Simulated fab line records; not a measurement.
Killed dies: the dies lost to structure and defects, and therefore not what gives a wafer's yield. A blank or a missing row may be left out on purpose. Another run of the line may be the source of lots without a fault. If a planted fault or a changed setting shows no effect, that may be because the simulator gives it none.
Struck lot and sound lot, side by side / flow sky130 / 24 out of 708 route steps
Sound: wafers L373.1, L373.4, L373.6. The struck wafers were L387.2, L387.3, L387.6. The cause is named last.
At each step with rows: each side's tool, then ch and its chambers, then its first start. Under that, the readings that differ: sound wafers / struck wafers / difference of the means / sigmas: that difference in standard deviations of wafers without a fault.
alike: same words and numbers on both sides, and readings whose means sit less than 2 such deviations apart. not compared: any withheld reading, any reading some wafer has no value for, any bound like >300 that may hide the same value, and any number with overlapping values for which the record gives no deviation.
A row with sigmas, a row that says differs or no value, or rows on one side alone: a step with any of these is where the two part. Non-overlapping numbers with no deviation appear without sigmas and do not part them. Lack of a reading on every wafer of one side parts them only where that side has two or more wafers.

first, 2 steps without rows for these wafers: SKY_POLY_GATE_CLEAN_19 (cleans in SC1/SC2, time 150 s); SKY_POLY_GATE_OXIDATION_20 (stabilise 600 s, purge 300 s, target thk 4 nm).
SKY_POLY_GATE_THK_MEAS_21:
  sound: film_metro-04 at day 19 06:31; struck: film_metro-01 at day 24 03:01
  alike: POLY_GATE_OXIDATION_THK
SKY_POLY_GATE_CD_MEAS_22:
  sound: cd_sem-01 at day 19 06:34; struck: cd_sem-02 at day 24 03:08
  alike: cd_nm
then, 7 steps without rows for these wafers: SKY_LDD_N_DEHYDRATE_00 (time 60 s); SKY_LDD_N_HMDS_01 (prime time 60 s); SKY_LDD_N_COAT_02 (resist thk 300 nm); SKY_LDD_N_SOFTBAKE_03 (time 60 s); SKY_LDD_N_EXPOSE_04 (exposes mask NTM, target cd 840 nm); SKY_LDD_N_PEB_05; SKY_LDD_N_DEVELOP_06 (develop time 60 s).
SKY_LDD_N_OVL_MEAS_07:
  sound: overlay-01 at day 20 13:55; struck: overlay-02 at day 25 09:05
  alike: LDD_N_OVL
SKY_LDD_N_IMPLANT_08:
  sound on implanter-03 ch 0, day 20 13:57; struck on implanter-01 ch 0, day 25 09:28
  alike: beam_on_s
then, 7 steps without rows for these wafers: SKY_LDD_N_IMPLANT_09; SKY_LDD_N_IMPLANT_10; SKY_LDD_N_IMPLANT_11; SKY_LDD_N_IMPLANT_12; SKY_LDD_N_IMPLANT_13; SKY_LDD_N_IMPLANT_14; SKY_LDD_N_IMPLANT_15.
SKY_LDD_N_STRIP_16: strips in O2/N2.
  sound on plasma_asher-02 ch 1, day 20 15:09; struck on plasma_asher-03 ch 0, day 25 10:46
reading=strip_time_to_endpoint_s (s); sound=4.305 4.311 4.330; struck=4.503 4.524 4.510; difference=+0.197; sigmas=+14
  alike: drypump_motor_current_A, oes_product_au
  not compared: rf_hours_counter_h
SKY_LDD_N_TW_MEAS_17:
  sound: film_metro-01 at day 20 15:15; struck: film_metro-03 at day 25 11:09
reading=LDD_N_TW; sound=2535 2551 2542; struck=2758 2745 2755; difference=+210; sigmas=+5
then, 1 step without rows for these wafers: SKY_LDD_P_DEHYDRATE_00 (time 60 s).
-- record jumps: 25 days separate the struck wafers' starts on either side; left off in module LDD_P, taken up again in module PAD_OPEN, whose first shown step is the route's number 708 --
SKY_PAD_OPEN_PROBE_99:
  sound: prober-02 at day 47 14:44; struck: prober-02 at day 50 13:58
reading=model.etest.tip_n.rs_ohm_sq; sound=442 444.2 441.2; struck=388.5 391.6 390.4; difference=-52.3; sigmas=
reading=model.etest.nfet_01v8_lvt.vt_sat_v (V); sound=0.5509 0.5496 0.5535; struck=0.5126 0.5231 0.527; difference=-0.0304; sigmas=
reading=model.etest.nfet_01v8.vt_sat_v (V); sound=0.6596 0.655 0.6624; struck=0.6269 0.6338 0.6394; difference=-0.0256; sigmas=
  alike: killed_at_M0_to_M3, killed_at_M4_up, killed_at_contacts, killed_at_front_end, killed_at_other, killed_dies, killed_open, killed_short

## WHERE THEY PART
Last at SKY_LDD_N_TW_MEAS_17 as far as this record goes, first at SKY_LDD_N_STRIP_16. Later steps at which nothing parts them and some readings are alike: SKY_PAD_OPEN_PROBE_99.

WHY: the cause the simulator had injected
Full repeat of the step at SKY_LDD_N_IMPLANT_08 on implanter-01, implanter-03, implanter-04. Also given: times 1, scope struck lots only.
